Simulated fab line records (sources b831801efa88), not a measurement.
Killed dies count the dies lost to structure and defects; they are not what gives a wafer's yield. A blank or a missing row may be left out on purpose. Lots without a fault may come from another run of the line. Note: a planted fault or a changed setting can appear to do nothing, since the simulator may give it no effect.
Which tool did it? -- flow sky130 -- 14 lots, 42 wafers sampled, at 5 steps of a route of 708

== WHAT THE GAUGES READ, wafer by wafer ==
SKY_VT_ADJUST_NCORE_TW_MEAS_11.
lot,measured,on,VT_ADJUST_NCORE_TW
L585,day 8 10:34,film_metro-04,219.8 219.8 218.8
L586,day 8 17:01,film_metro-04,219.7 219.2 217.5
L587,day 9 06:20,film_metro-02,223.4 224.0 225.1
L588,day 9 11:28,film_metro-04,218.6 218.3 218.3
L589,day 9 17:44,film_metro-04,218.6 219.0 219.9
L591,day 10 10:29,film_metro-04,220.2 219.5 220.1
L592,day 10 19:52,film_metro-02,225.7 224.7 226.2
L593,day 11 00:11,film_metro-02,224.8 224.3 224.6
L594,day 11 09:40,film_metro-03,218.5 219.4 218.4
L597,day 12 03:46,film_metro-02,223.0 223.0 221.5
L598,day 12 11:25,film_metro-04,220.9 220.3 221.4
L599,day 12 17:44,film_metro-03,219.0 219.3 219.1
L602,day 13 13:28,film_metro-02,223.9 224.5 223.2
L607,day 15 04:05,film_metro-03,219.2 219.4 219.0

SKY_SONOS_TUNNEL_OVL_MEAS_08.
lot,measured,on,SONOS_TUNNEL_OVL (nm)
L585,day 11 06:07,overlay-01,-0.8 -0.5 -1.5
L586,day 11 12:37,overlay-02,2.3 2.5 2.8
L587,day 12 03:38,overlay-02,-0.2 -0.3 1.3
L588,day 12 09:17,overlay-01,-0.3 0.5 -0.6
L589,day 12 16:49,overlay-02,1.0 2.0 1.0
L591,day 13 11:53,overlay-02,-0.7 -0.7 -0.4
L592,day 13 21:47,overlay-01,-1.3 -1.3 -0.7
L593,day 14 02:11,overlay-02,0.9 1.5 1.2
L594,day 14 13:01,overlay-01,0.7 0.5 0.3
L597,day 15 10:01,overlay-01,0.2 0.9 1.9
L598,day 15 18:19,overlay-01,2.5 3.1 3.6
L599,day 16 00:22,overlay-01,0.3 -0.1 -0.9
L602,day 16 22:38,overlay-01,0.7 -1.0 0.5
L607,day 18 18:02,overlay-02,0.0 0.1 1.3

SKY_POLY_GATE_OVL_MEAS_14.
lot,measured,on,POLY_GATE_OVL (nm)
L585,day 16 06:52,overlay-02,-6 -10 -3
L586,day 16 14:40,overlay-01,5 4 5
L587,day 17 06:07,overlay-02,-9 -7 -3
L588,day 17 12:31,overlay-02,1 -3 -1
L589,day 17 22:44,overlay-02,-1 -2 -1
L591,day 18 23:44,overlay-01,-6 -7 -5
L592,day 19 10:55,overlay-01,-8 -9 -6
L593,day 19 11:17,overlay-02,-9 -16 -9
L594,day 19 22:44,overlay-01,6 7 9
L597,day 20 21:34,overlay-01,-6 -8 -11
L598,day 21 04:35,overlay-02,-4 -5 0
L599,day 21 13:59,overlay-02,-7 -11 -10
L602,day 22 13:52,overlay-02,-8 -11 -17
L607,day 24 08:41,overlay-01,-9 -3 -6

SKY_POLY_GATE_THK_MEAS_21.
lot,measured,on,POLY_GATE_OXIDATION_THK (nm)
L585,day 16 08:52,film_metro-02,3.97 4.02 4.00
L586,day 16 16:20,film_metro-01,4.16 4.10 4.13
L587,day 17 10:43,film_metro-04,4.08 3.99 4.03
L588,day 17 16:02,film_metro-01,4.07 4.14 4.16
L589,day 18 01:49,film_metro-02,3.95 3.91 3.91
L591,day 19 01:26,film_metro-02,3.79 3.83 3.80
L592,day 19 12:35,film_metro-04,3.93 3.96 3.96
L593,day 19 13:52,film_metro-01,4.01 3.99 4.01
L594,day 20 01:32,film_metro-01,3.93 3.92 3.95
L597,day 20 23:14,film_metro-04,4.04 3.90 4.09
L598,day 21 07:15,film_metro-01,4.03 4.02 4.04
L599,day 21 15:39,film_metro-04,3.46 3.50 3.43 3.45 3.48 3.47
L602,day 22 16:30,film_metro-02,3.49 3.52 3.47 3.49 3.54 3.47
L607,day 24 10:34,film_metro-02,3.85 3.84 3.84

== WHAT TOOL EACH LOT RAN ON (gives the tool, then ch and the chambers of the sampled wafers, and finally the start) ==
lot,SKY_POLY_GATE_OXIDATION_20
L585,"furnace-01 ch 0, day 16 07:37"
L586,"furnace-02 ch 0, day 16 15:05"
L587,"furnace-01 ch 0, day 17 09:27"
L588,"furnace-01 ch 0, day 17 14:47"
L589,"furnace-01 ch 0, day 18 00:33"
L591,"furnace-01 ch 0, day 19 00:10"
L592,"furnace-01 ch 0, day 19 11:20"
L593,"furnace-01 ch 0, day 19 12:35"
L594,"furnace-01 ch 0, day 20 00:17"
L597,"furnace-01 ch 0, day 20 21:59"
L598,"furnace-02 ch 0, day 21 06:00"
L599,"furnace-02 ch 0, day 21 14:23"
L602,"furnace-02 ch 0, day 22 15:15"
L607,"furnace-01 ch 0, day 24 09:18"
- SKY_POLY_GATE_OXIDATION_20: stabilise 600 s, purge 300 s, target thk 4 nm.

== WHAT THE TOOLS THEMSELVES READ (means of the sampled wafers that have a number; where no wafer has one, the mark that the record gives instead) ==
The record holds no such reading with a usual standard deviation.

== THE ANSWER, worked out from the rows above alone ==
Rule: usual is defined by the lots themselves. The widest of any qualifying gaps counts: lots, ordered by their means at a reading, are off when they make up no more than a third of the lots, leave a main group of 4 or more, and stand apart from it by 3 or more times the standard deviation of that group's means. A main group whose means are all the same, to the digits that the tables above print for the reading, isn't used. Also off: a lot with no number at a reading for which 4 or more lots have one. The other lots that the step has rows for count as sound. Order of review: gauges by route order, followed by the tools' own readings, for which a lot's mean as printed above is used. At the first step where some lot is off, the reading lying furthest off is the one used; lots without a number count as furthest.
Off: at SKY_POLY_GATE_THK_MEAS_21 (POLY_GATE_OXIDATION_THK), L599, L602. The main group has a mean of 3.98 nm with a standard deviation of 0.094.
If a tool, at a process step before that reading, ran all the lots that are off and no sound lot after the first of them, it fits. The gauges at SKY_POLY_GATE_THK_MEAS_21 are tried like those tools. One fits: SKY_POLY_GATE_OXIDATION_20 on furnace-02. Its last sound lot is L598 (day 21 06:00), its first lot that is off L599 (day 21 14:23): a fault that began between those two fits.

== WHAT THE SIMULATOR PUT IN ==
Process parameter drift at SKY_POLY_GATE_OXIDATION_20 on furnace-02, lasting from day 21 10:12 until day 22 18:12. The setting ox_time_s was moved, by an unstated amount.
Struck lots among those shown: L599, L602. The same result came from the rule above.
